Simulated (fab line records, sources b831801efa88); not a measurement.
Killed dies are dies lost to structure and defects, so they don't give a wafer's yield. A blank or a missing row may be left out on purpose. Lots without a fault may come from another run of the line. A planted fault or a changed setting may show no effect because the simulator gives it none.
fab line records | flow sky130
record lots=5 wafers=15 last_day=47
route steps=708 shown LDD_P@264 LDD_HVN@267 LDD_HVP@278 LDD_LDN@289
lots that met no fault: from a run of the same line without faults
start_h: hours from the record's first day to the start of the lot's first wafer shown | wait_h: hours since the lot's step before | " the same as in the row above | L1.1+2: a row that stands for several wafers | - no value, or no start given | * or withheld: withheld | < > ~ a bound
route shown NAME@n: a module of which the file shows steps, and the number in the route of the first | usual: mean/standard deviation of fault-free wafers | same: alike in all rows | chamber/n: place in a boat | sites: the reading at each site | _std_site: their standard deviation | _edge_site: outer sites' mean less inner sites' | radius_mm: how far each site lies from the wafer's centre | mask NAME#n: copy n | behind: the tool/chamber that last shaped the wafer | hold: why the lot was held/for how many hours/how that ended | device: the transistor (n, p or np) that didn't switch | end of line: the same wafers' tests at the end of the route | a step without rows: its recipe alone | killed: dies lost to structure and defects at the first sort, not the wafer's yield | map: a wafer's dies, x killed, . not, _ none there
set.NAME: the setting as run; set.NAME@STEP: as run at that earlier step | model.NAME: the simulator's own value behind a step, which no gauge read
lots at some steps of the route; a table a step, a row a wafer
services: from which hour (start_h, from the record's first day; less than 0 if before it) a tool's chamber was out of use, for how many hours, and why
## steps
# step SKY_LDD_P_IMPLANT_09
# recipe species=BF2 energy_kev=25 dose_cm2=1e+13 tilt_deg=withheld
# usual beam_energy_keV=25.000/0.0082 dose_ions_cm2=1.0001e+13/1e+10 faraday_current_uA=56.6/1.1
# same implant_ion_amu=49
# columns lot.wafer tool chamber start_h wait_h beam_energy_keV dose_ions_cm2 faraday_current_uA
L079.4 implanter-04 0 468.02 0.4 24.994 9.989e+12 57.5
L079.5 " 0 " " 25.002 9.987e+12 59.4
L079.6 " 0 " " 24.994 9.984e+12 56.8
L080.2 implanter-02 0 477.49 0.0 24.996 1.0004e+13 57.1
L080.3 " 0 " " 24.986 1.0002e+13 57.7
L080.5 " 0 " " 25.006 1.0001e+13 54.7
L083.1 implanter-04 0 505.47 0.0 24.988 9.986e+12 57.1
L083.5 " 0 " " 24.993 9.992e+12 57.7
L083.6 " 0 " " 24.996 1.0004e+13 57.3
L085.2 implanter-04 0 521.76 0.0 24.999 9.998e+12 56.2
L085.4 " 0 " " 24.986 1.0027e+13 56.4
L085.5 " 0 " " 24.999 1.0012e+13 56.2
L086.3 implanter-02 0 531.06 0.1 24.999 1.0017e+13 56.3
L086.4 " 0 " " 24.992 1.0001e+13 56.3
L086.5 " 0 " " 25.007 1e+13 55.2
# step SKY_LDD_P_STRIP_10
# recipe chemistry=O2/N2 power_w=1400 pressure_mtorr=1500 platen_temp_c=withheld o2_flow_sccm=3000 n2_flow_sccm=300 overash_fraction=0.5
# usual drypump_motor_current_A=5.77/0.18 oes_product_au=0.716/0.0043 strip_time_to_endpoint_s=14.37/0.046
# columns lot.wafer tool chamber start_h wait_h drypump_motor_current_A oes_product_au rf_hours_counter_h strip_time_to_endpoint_s
L079.4 plasma_asher-04 1 468.13 0.1 5.68 0.719 - 14.33
L079.5 " 0 " " 5.64 0.711 - 14.36
L079.6 " 1 " " 5.69 0.712 - 14.32
L080.2 plasma_asher-04 0 477.62 0.1 5.62 0.725 78 14.41
L080.3 " 0 " " 5.62 0.708 - 14.36
L080.5 " 0 " " 5.62 0.713 - 14.35
L083.1 plasma_asher-02 0 505.62 0.1 6.13 0.711 6 14.39
L083.5 " 0 " " 6.10 0.721 - 14.42
L083.6 " 1 " " 5.48 0.718 - 14.41
L085.2 plasma_asher-01 1 521.88 0.1 5.76 0.711 69 14.31
L085.4 " 0 " " 6.03 0.713 - 14.34
L085.5 " 1 " " 5.75 0.721 - 14.34
L086.3 plasma_asher-01 0 531.19 0.1 5.99 0.722 - 14.36
L086.4 " 1 " " 5.73 0.715 - 14.32
L086.5 " 0 " " 5.99 0.712 - 14.32
# step SKY_LDD_P_TW_MEAS_11
# usual LDD_P_TW=631/3.5
# columns lot.wafer tool chamber start_h wait_h LDD_P_TW
L079.4 film_metro-04 - 468.23 0.1 636
L079.5 " - " " 632
L079.6 " - " " 632
L080.2 film_metro-04 - 477.73 0.1 634
L080.3 " - " " 634
L080.5 " - " " 632
L083.1 film_metro-02 - 505.72 0.1 633
L083.5 " - " " 633
L083.6 " - " " 633
L085.2 film_metro-01 - 521.99 0.1 632
L085.4 " - " " 632
L085.5 " - " " 636
L086.3 film_metro-01 - 531.28 0.1 631
L086.4 " - " " 629
L086.5 " - " " 629
# step SKY_LDD_HVN_DEHYDRATE_00
# recipe temp_c=200 time_s=60
# usual exhaust_pa=45.1/0.92 plate_temp_C=199.99/0.16 resist_line_temp_C=23.01/0.089
# columns lot.wafer tool chamber start_h wait_h exhaust_pa plate_temp_C resist_line_temp_C
L079.4 litho_track-01 0 482.59 14.4 44.8 200.01 23.12
L079.5 " 0 " " 44.6 199.80 23.09
L079.6 " 0 " " 45.7 200.19 23.15
L080.2 litho_track-02 0 492.23 14.5 43.8 200.02 23.08
L080.3 " 0 " " 43.9 200.09 23.01
L080.5 " 0 " " 44.6 199.88 23.08
L083.1 litho_track-04 0 520.07 14.3 45.6 200.10 22.83
L083.5 " 0 " " 45.2 199.68 22.95
L083.6 " 0 " " 44.8 199.71 22.87
L085.2 litho_track-02 0 536.78 14.8 44.4 199.79 22.96
L085.4 " 0 " " 45.8 199.97 23.03
L085.5 " 0 " " 45.3 199.93 22.82
L086.3 litho_track-04 0 545.17 13.9 43.6 200.16 23.10
L086.4 " 0 " " 43.0 199.65 22.93
L086.5 " 0 " " 45.1 199.90 22.91
# step SKY_LDD_HVN_HMDS_01
# recipe prime_time_s=60 prime_temp_c=120
# usual exhaust_pa=45.0/0.9 resist_line_temp_C=23.01/0.096
# same prime_time_s=60
# columns lot.wafer tool chamber start_h wait_h exhaust_pa resist_line_temp_C
L079.4 litho_track-01 0 482.74 0.1 44.4 23.10
L079.5 " 0 " " 45.6 23.15
L079.6 " 0 " " 45.9 22.95
L080.2 litho_track-02 0 492.38 0.1 45.0 22.93
L080.3 " 0 " " 44.8 23.07
L080.5 " 0 " " 45.8 23.04
L083.1 litho_track-04 0 520.22 0.1 45.5 23.03
L083.5 " 0 " " 44.7 22.88
L083.6 " 0 " " 45.8 22.84
L085.2 litho_track-02 0 536.93 0.1 45.7 23.04
L085.4 " 0 " " 44.9 23.03
L085.5 " 0 " " 44.6 23.02
L086.3 litho_track-04 0 545.32 0.1 45.8 23.04
L086.4 " 0 " " 44.5 22.99
L086.5 " 0 " " 44.2 23.01
# step SKY_LDD_HVN_COAT_02
# recipe resist=NOVOLAK spin_rpm=3000 resist_thk_nm=300
# usual exhaust_pa=44.7/0.9 resist_line_temp_C=23.01/0.11
# columns lot.wafer tool chamber start_h wait_h exhaust_pa resist_line_temp_C
L079.4 litho_track-01 0 482.89 0.1 43.2 23.01
L079.5 " 0 " " 45.3 22.83
L079.6 " 0 " " 43.7 22.88
L080.2 litho_track-02 0 492.53 0.1 46.2 23.23
L080.3 " 0 " " 45.2 23.09
L080.5 " 0 " " 46.7 23.19
L083.1 litho_track-04 0 520.37 0.1 44.6 22.88
L083.5 " 0 " " 43.8 22.82
L083.6 " 0 " " 43.4 22.80
L085.2 litho_track-02 0 537.08 0.1 44.4 23.02
L085.4 " 0 " " 44.0 23.17
L085.5 " 0 " " 44.9 23.01
L086.3 litho_track-04 0 545.47 0.1 44.6 23.17
L086.4 " 0 " " 45.0 23.26
L086.5 " 0 " " 45.3 23.08
# step SKY_LDD_HVN_SOFTBAKE_03
# recipe temp_c=90 time_s=60 resist=NOVOLAK
# usual exhaust_pa=45.1/0.84 plate_temp_C=90.00/0.12 resist_line_temp_C=23.02/0.095
# columns lot.wafer tool chamber start_h wait_h exhaust_pa plate_temp_C resist_line_temp_C
L079.4 litho_track-01 0 483.04 0.1 45.2 90.05 22.97
L079.5 " 0 " " 44.5 90.01 23.13
L079.6 " 0 " " 44.2 90.04 23.00
L080.2 litho_track-02 0 492.68 0.1 46.4 90.06 22.87
L080.3 " 0 " " 44.8 90.06 23.00
L080.5 " 0 " " 45.7 90.04 22.99
L083.1 litho_track-04 0 520.52 0.1 45.4 90.06 22.98
L083.5 " 0 " " 45.8 90.15 23.10
L083.6 " 0 " " 46.0 89.95 22.94
L085.2 litho_track-02 0 537.23 0.1 46.0 89.95 22.96
L085.4 " 0 " " 45.4 90.16 22.92
L085.5 " 0 " " 47.1 89.91 23.06
L086.3 litho_track-04 0 545.62 0.1 44.1 89.88 23.12
L086.4 " 0 " " 43.2 89.99 23.04
L086.5 " 0 " " 44.0 90.02 23.05
# step SKY_LDD_HVN_EXPOSE_04
# recipe mask_id=HVNTM na=0.6 source_shape=conventional sigma_outer=0.6 polarization=unpolarized target_cd_nm=700 dose_mj=127
# usual reticle_temp_C=23.00/0.095
# columns lot.wafer tool chamber start_h wait_h mask reticle_temp_C
L079.4 iline_stepper-02 0 - - HVNTM#0 22.81
L079.5 " 0 " " HVNTM#0 22.86
L079.6 " 0 " " HVNTM#0 23.03
L080.2 iline_stepper-01 0 - - HVNTM#0 22.90
L080.3 " 0 " " HVNTM#0 22.96
L080.5 " 0 " " HVNTM#0 22.98
L083.1 iline_stepper-01 0 - - HVNTM#0 22.95
L083.5 " 0 " " HVNTM#0 23.02
L083.6 " 0 " " HVNTM#0 23.12
L085.2 iline_stepper-02 0 - - HVNTM#0 22.78
L085.4 " 0 " " HVNTM#0 22.90
L085.5 " 0 " " HVNTM#0 22.81
L086.3 iline_stepper-01 0 - - HVNTM#0 23.00
L086.4 " 0 " " HVNTM#0 23.14
L086.5 " 0 " " HVNTM#0 23.14
# step SKY_LDD_HVN_PEB_05
# recipe temp_c=withheld time_s=* resist=NOVOLAK
# usual exhaust_pa=45.0/0.8 resist_line_temp_C=*
# columns lot.wafer tool chamber start_h wait_h exhaust_pa resist_line_temp_C
L079.4 litho_track-04 0 - - 45.3 *
L079.5 " 0 " " 45.2 *
L079.6 " 0 " " 45.2 *
L080.2 litho_track-04 0 - - 43.3 *
L080.3 " 0 " " 44.2 *
L080.5 " 0 " " 44.7 *
L083.1 litho_track-04 0 - - 46.3 *
L083.5 " 0 " " 45.4 *
L083.6 " 0 " " 45.5 *
L085.2 litho_track-02 0 - - 43.8 *
L085.4 " 0 " " 44.2 *
L085.5 " 0 " " 44.8 *
L086.3 litho_track-01 0 - - 45.2 *
L086.4 " 0 " " 45.6 *
L086.5 " 0 " " 45.6 *
# step SKY_LDD_HVN_DEVELOP_06
# recipe resist=NOVOLAK developer=TMAH develop_time_s=60 dev_temp_c=23
# usual exhaust_pa=45.0/0.82 resist_line_temp_C=23.00/0.1
# columns lot.wafer tool chamber start_h wait_h exhaust_pa resist_line_temp_C
L079.4 litho_track-04 0 498.90 0.1 44.6 22.98
L079.5 " 0 " " 46.4 23.05
L079.6 " 0 " " 45.4 22.94
L080.2 litho_track-04 0 508.60 0.1 45.3 22.96
L080.3 " 0 " " 43.9 22.85
L080.5 " 0 " " 44.5 22.92
L083.1 litho_track-04 0 536.17 0.1 44.5 22.85
L083.5 " 0 " " 44.5 22.79
L083.6 " 0 " " 44.5 22.67
L085.2 litho_track-02 0 551.88 0.1 44.9 22.96
L085.4 " 0 " " 44.4 22.84
L085.5 " 0 " " 45.3 22.91
L086.3 litho_track-01 0 560.37 0.1 44.6 23.04
L086.4 " 0 " " 45.7 23.16
L086.5 " 0 " " 44.4 23.02
# step SKY_LDD_HVN_OVL_MEAS_07
# usual LDD_HVN_OVL=-0.2/1.4
# columns lot.wafer tool chamber start_h wait_h LDD_HVN_OVL[nm]
L079.4 overlay-02 - 498.99 0.1 0.0
L079.5 " - " " -0.3
L079.6 " - " " 0.0
L080.2 overlay-02 - 508.73 0.1 2.6
L080.3 " - " " 2.2
L080.5 " - " " 2.2
L083.1 overlay-02 - 536.32 0.1 -1.2
L083.5 " - " " -0.2
L083.6 " - " " -0.9
L085.2 overlay-02 - 552.01 0.1 -0.5
L085.4 " - " " -1.4
L085.5 " - " " -1.7
L086.3 overlay-02 - 560.48 0.1 -1.9
L086.4 " - " " -1.6
L086.5 " - " " -3.9
# step SKY_LDD_HVN_IMPLANT_08
# recipe species=P energy_kev=60 dose_cm2=3e+13 tilt_deg=40
# usual beam_energy_keV=60.005/0.017 dose_ions_cm2=2.999e+13/3.1e+10 faraday_current_uA=169/3.3
# same implant_ion_amu=31
# columns lot.wafer tool chamber start_h wait_h beam_energy_keV dose_ions_cm2 faraday_current_uA
L079.4 implanter-03 0 499.09 0.1 60.024 2.997e+13 166
L079.5 " 0 " " 59.981 3.002e+13 166
L079.6 " 0 " " 59.984 2.995e+13 165
L080.2 implanter-03 0 508.79 0.0 59.982 3.004e+13 162
L080.3 " 0 " " 60.007 2.995e+13 165
L080.5 " 0 " " 60.001 3.001e+13 175
L083.1 implanter-04 0 536.36 0.0 59.998 2.998e+13 166
L083.5 " 0 " " 60.000 2.998e+13 170
L083.6 " 0 " " 60.001 3.001e+13 174
L085.2 implanter-03 0 552.07 0.0 60.005 3.003e+13 167
L085.4 " 0 " " 59.985 2.997e+13 172
L085.5 " 0 " " 60.005 2.993e+13 165
L086.3 implanter-04 0 560.56 0.1 60.011 2.997e+13 171
L086.4 " 0 " " 60.042 2.997e+13 171
L086.5 " 0 " " 60.039 2.996e+13 169
# step SKY_LDD_HVN_STRIP_09
# recipe chemistry=O2/N2 power_w=1400 pressure_mtorr=1500 platen_temp_c=withheld o2_flow_sccm=3000 n2_flow_sccm=300 overash_fraction=0.5
# usual drypump_motor_current_A=5.6/0.46 oes_product_au=0.409/0.0041 strip_time_to_endpoint_s=4.133/0.014
# columns lot.wafer tool chamber start_h wait_h drypump_motor_current_A oes_product_au rf_hours_counter_h strip_time_to_endpoint_s
L079.4 plasma_asher-03 0 499.19 0.1 4.8 0.410 - 4.135
L079.5 " 1 " " 5.0 0.408 - 4.159
L079.6 " 0 " " 4.8 0.407 - 4.138
L080.2 plasma_asher-02 0 508.91 0.1 6.1 0.405 7 4.130
L080.3 " 0 " " 6.1 0.405 - 4.144
L080.5 " 1 " " 5.5 0.408 - 4.137
L083.1 plasma_asher-03 0 536.51 0.1 4.8 0.407 40 4.124
L083.5 " 1 " " 5.0 0.414 - 4.121
L083.6 " 0 " " 4.8 0.412 - 4.141
L085.2 plasma_asher-01 1 552.19 0.1 5.7 0.406 72 4.131
L085.4 " 1 " " 5.7 0.408 - 4.133
L085.5 " 1 " " 5.8 0.408 - 4.148
L086.3 plasma_asher-01 1 560.69 0.1 5.7 0.412 - 4.161
L086.4 " 0 " " 6.0 0.407 - 4.123
L086.5 " 0 " " 6.0 0.411 - 4.128
# step SKY_LDD_HVN_TW_MEAS_10
# usual LDD_HVN_TW=1433/7.9
# columns lot.wafer tool chamber start_h wait_h LDD_HVN_TW
L079.4 film_metro-02 - 499.29 0.1 1443
L079.5 " - " " 1437
L079.6 " - " " 1445
L080.2 film_metro-02 - 509.02 0.1 1431
L080.3 " - " " 1429
L080.5 " - " " 1432
L083.1 film_metro-02 - 536.61 0.1 1440
L083.5 " - " " 1440
L083.6 " - " " 1443
L085.2 film_metro-03 - 552.30 0.1 1426
L085.4 " - " " 1424
L085.5 " - " " 1425
L086.3 film_metro-02 - 560.78 0.1 1443
L086.4 " - " " 1446
L086.5 " - " " 1435
# step SKY_LDD_HVP_DEHYDRATE_00
# recipe temp_c=200 time_s=60
# usual exhaust_pa=44.7/0.99 plate_temp_C=199.99/0.16 resist_line_temp_C=23.01/0.11
# columns lot.wafer tool chamber start_h wait_h exhaust_pa plate_temp_C resist_line_temp_C
L079.4 litho_track-01 0 513.74 14.4 44.7 200.09 23.08
L079.5 " 0 " " 46.2 199.87 23.02
L079.6 " 0 " " 45.4 199.82 23.13
L080.2 litho_track-03 0 523.19 14.2 43.4 200.47 22.78
L080.3 " 0 " " 43.2 200.13 22.86
L080.5 " 0 " " 42.4 199.78 22.83
L083.1 litho_track-04 0 549.97 13.4 44.3 199.83 22.88
L083.5 " 0 " " 44.9 199.74 22.87
L083.6 " 0 " " 45.5 199.99 23.02
L085.2 litho_track-04 0 566.65 14.3 44.7 199.99 22.95
L085.4 " 0 " " 44.5 200.23 22.99
L085.5 " 0 " " 44.0 200.02 22.98
L086.3 litho_track-03 0 575.16 14.4 45.2 200.16 23.10
L086.4 " 0 " " 44.9 200.21 23.10
L086.5 " 0 " " 46.0 199.95 22.93
# step SKY_LDD_HVP_HMDS_01
# recipe prime_time_s=60 prime_temp_c=120
# usual exhaust_pa=45.2/0.91 resist_line_temp_C=23.03/0.11
# same prime_time_s=60
# columns lot.wafer tool chamber start_h wait_h exhaust_pa resist_line_temp_C
L079.4 litho_track-01 0 513.89 0.1 47.6 22.89
L079.5 " 0 " " 45.9 23.17
L079.6 " 0 " " 45.6 23.05
L080.2 litho_track-03 0 523.34 0.1 45.7 23.22
L080.3 " 0 " " 46.1 23.14
L080.5 " 0 " " 46.1 23.13
L083.1 litho_track-04 0 550.12 0.1 43.9 23.14
L083.5 " 0 " " 46.4 23.07
L083.6 " 0 " " 44.8 23.06
L085.2 litho_track-04 0 566.80 0.1 45.1 22.96
L085.4 " 0 " " 44.5 22.95
L085.5 " 0 " " 44.4 22.96
L086.3 litho_track-03 0 575.31 0.1 47.4 23.07
L086.4 " 0 " " 45.8 22.91
L086.5 " 0 " " 44.7 23.12
# step SKY_LDD_HVP_COAT_02
# recipe resist=NOVOLAK spin_rpm=3000 resist_thk_nm=300
# usual exhaust_pa=45.0/0.82 resist_line_temp_C=22.99/0.11
# columns lot.wafer tool chamber start_h wait_h exhaust_pa resist_line_temp_C
L079.4 litho_track-01 0 514.04 0.1 44.6 22.76
L079.5 " 0 " " 44.3 23.01
L079.6 " 0 " " 44.5 23.04
L080.2 litho_track-03 0 523.49 0.1 45.2 22.97
L080.3 " 0 " " 44.6 23.12
L080.5 " 0 " " 44.1 22.99
L083.1 litho_track-04 0 550.27 0.1 43.9 22.94
L083.5 " 0 " " 45.8 22.82
L083.6 " 0 " " 44.3 22.98
L085.2 litho_track-04 0 566.95 0.1 46.9 22.93
L085.4 " 0 " " 45.4 22.83
L085.5 " 0 " " 45.2 22.88
L086.3 litho_track-03 0 575.46 0.1 44.6 23.02
L086.4 " 0 " " 45.0 23.10
L086.5 " 0 " " 44.7 22.98
# step SKY_LDD_HVP_SOFTBAKE_03
# recipe temp_c=90 time_s=60 resist=NOVOLAK
# usual exhaust_pa=45.0/0.88 plate_temp_C=90.00/0.12 resist_line_temp_C=22.99/0.1
# columns lot.wafer tool chamber start_h wait_h exhaust_pa plate_temp_C resist_line_temp_C
L079.4 litho_track-01 0 514.19 0.1 45.5 89.77 23.07
L079.5 " 0 " " 46.6 89.97 23.18
L079.6 " 0 " " 45.7 89.90 23.35
L080.2 litho_track-03 0 523.64 0.1 43.8 90.03 23.04
L080.3 " 0 " " 44.9 89.99 23.09
L080.5 " 0 " " 43.7 90.00 23.20
L083.1 litho_track-04 0 550.42 0.1 45.7 90.16 22.79
L083.5 " 0 " " 45.0 90.09 22.95
L083.6 " 0 " " 44.0 89.98 22.99
L085.2 litho_track-04 0 567.10 0.1 44.9 90.07 22.97
L085.4 " 0 " " 44.6 90.17 22.90
L085.5 " 0 " " 45.0 90.06 22.92
L086.3 litho_track-03 0 575.61 0.1 44.5 90.12 22.81
L086.4 " 0 " " 43.6 90.18 22.89
L086.5 " 0 " " 42.9 89.98 22.88
# step SKY_LDD_HVP_EXPOSE_04
# recipe mask_id=HVPTM na=0.6 source_shape=conventional sigma_outer=0.6 polarization=unpolarized target_cd_nm=700 dose_mj=86
# usual reticle_temp_C=22.99/0.096
# columns lot.wafer tool chamber start_h wait_h mask reticle_temp_C
L079.4 iline_stepper-02 0 - - HVPTM#0 23.08
L079.5 " 0 " " HVPTM#0 23.07
L079.6 " 0 " " HVPTM#0 22.97
L080.2 iline_stepper-01 0 - - HVPTM#0 23.07
L080.3 " 0 " " HVPTM#0 23.09
L080.5 " 0 " " HVPTM#0 22.98
L083.1 iline_stepper-02 0 - - HVPTM#0 22.85
L083.5 " 0 " " HVPTM#0 23.01
L083.6 " 0 " " HVPTM#0 22.92
L085.2 iline_stepper-02 0 - - HVPTM#0 22.89
L085.4 " 0 " " HVPTM#0 22.84
L085.5 " 0 " " HVPTM#0 22.92
L086.3 iline_stepper-01 0 - - HVPTM#0 22.81
L086.4 " 0 " " HVPTM#0 22.86
L086.5 " 0 " " HVPTM#0 22.96
# step SKY_LDD_HVP_PEB_05
# recipe temp_c=withheld time_s=* resist=NOVOLAK
# usual exhaust_pa=45.0/0.85 resist_line_temp_C=*
# columns lot.wafer tool chamber start_h wait_h exhaust_pa resist_line_temp_C
L079.4 litho_track-03 0 - - 44.1 *
L079.5 " 0 " " 44.6 *
L079.6 " 0 " " 45.0 *
L080.2 litho_track-01 0 - - 45.2 *
L080.3 " 0 " " 45.6 *
L080.5 " 0 " " 46.5 *
L083.1 litho_track-03 0 - - 43.6 *
L083.5 " 0 " " 46.2 *
L083.6 " 0 " " 45.2 *
L085.2 litho_track-04 0 - - 45.2 *
L085.4 " 0 " " 43.9 *
L085.5 " 0 " " 44.6 *
L086.3 litho_track-03 0 - - 46.8 *
L086.4 " 0 " " 45.6 *
L086.5 " 0 " " 44.6 *
# step SKY_LDD_HVP_DEVELOP_06
# recipe resist=NOVOLAK developer=TMAH develop_time_s=57.89 dev_temp_c=23
# usual exhaust_pa=45.0/0.8 resist_line_temp_C=22.99/0.11
# columns lot.wafer tool chamber start_h wait_h exhaust_pa resist_line_temp_C
L079.4 litho_track-03 0 530.09 0.1 44.9 23.11
L079.5 " 0 " " 44.9 23.04
L079.6 " 0 " " 45.8 23.11
L080.2 litho_track-01 0 538.89 0.1 45.8 23.28
L080.3 " 0 " " 46.6 23.07
L080.5 " 0 " " 44.6 23.00
L083.1 litho_track-03 0 565.46 0.1 42.8 23.06
L083.5 " 0 " " 43.9 23.01
L083.6 " 0 " " 44.3 23.03
L085.2 litho_track-04 0 581.80 0.1 46.1 23.03
L085.4 " 0 " " 46.0 22.91
L085.5 " 0 " " 45.7 22.92
L086.3 litho_track-03 0 589.56 0.1 45.2 22.90
L086.4 " 0 " " 44.5 22.71
L086.5 " 0 " " 44.8 22.92
# step SKY_LDD_HVP_OVL_MEAS_07
# usual LDD_HVP_OVL=-0.9/1.4
# columns lot.wafer tool chamber start_h wait_h LDD_HVP_OVL[nm]
L079.4 overlay-02 - 530.18 0.1 -0.6
L079.5 " - " " 0.8
L079.6 " - " " 1.8
L080.2 overlay-02 - 539.03 0.1 -2.0
L080.3 " - " " -1.2
L080.5 " - " " -3.3
L083.1 overlay-01 - 565.61 0.1 3.2
L083.5 " - " " 2.4
L083.6 " - " " 2.4
L085.2 overlay-01 - 581.93 0.1 -0.5
L085.4 " - " " 0.1
L085.5 " - " " -0.1
L086.3 overlay-01 - 589.67 0.1 -1.8
L086.4 " - " " -1.4
L086.5 " - " " -2.8
# step SKY_LDD_HVP_IMPLANT_08
# recipe species=B energy_kev=20 dose_cm2=1.7e+13 tilt_deg=17.9
# usual beam_energy_keV=20.001/0.0064 dose_ions_cm2=1.7003e+13/1.8e+10 faraday_current_uA=96.0/1.8
# same implant_ion_amu=11
# columns lot.wafer tool chamber start_h wait_h beam_energy_keV dose_ions_cm2 faraday_current_uA
L079.4 implanter-03 0 530.27 0.1 20.008 1.6999e+13 96.7
L079.5 " 0 " " 20.007 1.7007e+13 97.5
L079.6 " 0 " " 20.007 1.6995e+13 97.1
L080.2 implanter-03 0 539.08 0.0 19.993 1.6979e+13 92.8
L080.3 " 0 " " 19.988 1.6985e+13 95.9
L080.5 " 0 " " 19.992 1.7022e+13 95.7
L083.1 implanter-04 0 565.65 0.0 19.996 1.7014e+13 97.5
L083.5 " 0 " " 19.999 1.702e+13 95.5
L083.6 " 0 " " 20.000 1.7014e+13 97.3
L085.2 implanter-04 0 581.99 0.0 19.998 1.703e+13 94.2
L085.4 " 0 " " 19.995 1.703e+13 95.1
L085.5 " 0 " " 19.999 1.6998e+13 95.4
L086.3 implanter-04 0 589.75 0.1 20.009 1.7022e+13 93.7
L086.4 " 0 " " 19.999 1.7027e+13 97.9
L086.5 " 0 " " 20.016 1.7009e+13 95.3
# step SKY_LDD_HVP_STRIP_09
# recipe chemistry=O2/N2 power_w=1400 pressure_mtorr=1500 platen_temp_c=withheld o2_flow_sccm=3000 n2_flow_sccm=300 overash_fraction=0.5
# usual drypump_motor_current_A=5.4/0.39 oes_product_au=0.408/0.0045 strip_time_to_endpoint_s=4.127/0.013
# columns lot.wafer tool chamber start_h wait_h drypump_motor_current_A oes_product_au rf_hours_counter_h strip_time_to_endpoint_s
L079.4 plasma_asher-03 1 530.38 0.1 5.0 0.410 - 4.144
L079.5 " 1 " " 5.0 0.401 - 4.129
L079.6 " 0 " " 4.8 0.409 - 4.132
L080.2 plasma_asher-01 1 539.21 0.1 5.7 0.407 71 4.100
L080.3 " 1 " " 5.7 0.411 - 4.116
L080.5 " 1 " " 5.7 0.403 - 4.106
L083.1 plasma_asher-04 0 565.80 0.1 5.7 0.401 87 4.146
L083.5 " 0 " " 5.7 0.412 - 4.146
L083.6 " 1 " " 5.7 0.421 - 4.137
L085.2 plasma_asher-03 0 582.11 0.1 4.8 0.398 44 4.124
L085.4 " 1 " " 5.0 0.418 - 4.125
L085.5 " 1 " " 5.0 0.413 - 4.116
L086.3 plasma_asher-04 0 589.88 0.1 5.6 0.410 - 4.118
L086.4 " 1 " " 5.7 0.411 - 4.133
L086.5 " 0 " " 5.6 0.410 - 4.112
# step SKY_LDD_HVP_TW_MEAS_10
# usual LDD_HVP_TW=455.2/2.3
# columns lot.wafer tool chamber start_h wait_h LDD_HVP_TW
L079.4 film_metro-04 - 530.48 0.1 455.6
L079.5 " - " " 454.6
L079.6 " - " " 453.6
L080.2 film_metro-02 - 539.32 0.1 454.2
L080.3 " - " " 455.9
L080.5 " - " " 455.2
L083.1 film_metro-04 - 565.90 0.1 454.0
L083.5 " - " " 454.8
L083.6 " - " " 453.5
L085.2 film_metro-03 - 582.22 0.1 455.5
L085.4 " - " " 454.6
L085.5 " - " " 454.3
L086.3 film_metro-03 - 589.97 0.1 454.0
L086.4 " - " " 454.6
L086.5 " - " " 454.6
# step SKY_LDD_LDN_DEHYDRATE_00
# recipe temp_c=200 time_s=60
# usual exhaust_pa=44.7/0.79 plate_temp_C=200.01/0.17 resist_line_temp_C=23.00/0.097
# columns lot.wafer tool chamber start_h wait_h exhaust_pa plate_temp_C resist_line_temp_C
L079.4 litho_track-03 0 544.84 14.3 44.6 200.20 23.00
L079.5 " 0 " " 45.0 200.13 23.00
L079.6 " 0 " " 44.4 200.28 23.04
L080.2 litho_track-03 0 553.19 13.9 44.4 200.09 22.91
L080.3 " 0 " " 43.4 200.35 23.05
L080.5 " 0 " " 44.4 200.21 22.94
L083.1 litho_track-03 0 580.26 14.4 45.0 200.15 22.98
L083.5 " 0 " " 44.7 199.96 22.87
L083.6 " 0 " " 43.7 199.80 23.03
L085.2 litho_track-02 0 596.63 14.4 44.8 199.93 22.88
L085.4 " 0 " " 45.6 199.96 22.73
L085.5 " 0 " " 44.2 200.03 22.83
L086.3 litho_track-01 0 604.12 14.1 43.6 199.68 22.94
L086.4 " 0 " " 44.6 199.86 22.81
L086.5 " 0 " " 44.9 199.96 23.12
# step SKY_LDD_LDN_HMDS_01
# recipe prime_time_s=60 prime_temp_c=120
# usual exhaust_pa=44.9/0.92 resist_line_temp_C=22.99/0.12
# same prime_time_s=60
# columns lot.wafer tool chamber start_h wait_h exhaust_pa resist_line_temp_C
L079.4 litho_track-03 0 544.99 0.1 45.0 23.15
L079.5 " 0 " " 44.9 23.07
L079.6 " 0 " " 44.6 23.00
L080.2 litho_track-03 0 553.34 0.1 44.5 22.70
L080.3 " 0 " " 45.3 22.93
L080.5 " 0 " " 42.8 22.87
L083.1 litho_track-03 0 580.41 0.1 43.6 22.75
L083.5 " 0 " " 43.7 22.96
L083.6 " 0 " " 44.6 22.87
L085.2 litho_track-02 0 596.78 0.1 46.6 23.25
L085.4 " 0 " " 43.8 23.04
L085.5 " 0 " " 46.7 23.12
L086.3 litho_track-01 0 604.27 0.1 44.9 23.11
L086.4 " 0 " " 45.7 22.99
L086.5 " 0 " " 43.1 22.98
# step SKY_LDD_LDN_COAT_02
# recipe resist=NOVOLAK spin_rpm=3000 resist_thk_nm=1140
# usual exhaust_pa=45.0/0.87 resist_line_temp_C=23.01/0.1
# columns lot.wafer tool chamber start_h wait_h exhaust_pa resist_line_temp_C
L079.4 litho_track-03 0 545.14 0.1 45.0 23.23
L079.5 " 0 " " 46.3 23.09
L079.6 " 0 " " 44.5 23.12
L080.2 litho_track-03 0 553.49 0.1 46.0 23.09
L080.3 " 0 " " 45.7 22.83
L080.5 " 0 " " 44.2 23.02
L083.1 litho_track-03 0 580.56 0.1 45.5 23.12
L083.5 " 0 " " 44.9 23.03
L083.6 " 0 " " 44.8 22.94
L085.2 litho_track-02 0 596.93 0.1 45.2 22.93
L085.4 " 0 " " 44.6 22.97
L085.5 " 0 " " 46.1 22.93
L086.3 litho_track-01 0 604.42 0.1 43.5 22.94
L086.4 " 0 " " 43.1 23.07
L086.5 " 0 " " 44.5 23.00
## services
# columns tool chamber start_h hours kind
implanter-04 - 450.05 2.3 repair
plasma_asher-01 - 452.02 1.7 repair
implanter-02 - 455.16 16.7 pm
iline_stepper-01 - 459.77 5.1 repair
implanter-04 - 461.25 3.7 pm
plasma_asher-02 - 470.03 14.6 pm
implanter-04 - 482.10 18.4 pm
implanter-03 - 483.84 5.1 repair
implanter-03 - 512.58 1.5 repair
iline_stepper-01 - 549.27 1.7 pm
implanter-02 - 552.06 2.7 repair
plasma_asher-03 - 573.74 7.6 repair
iline_stepper-02 - 600.60 - consumable_replace:lamp
## key
fault none
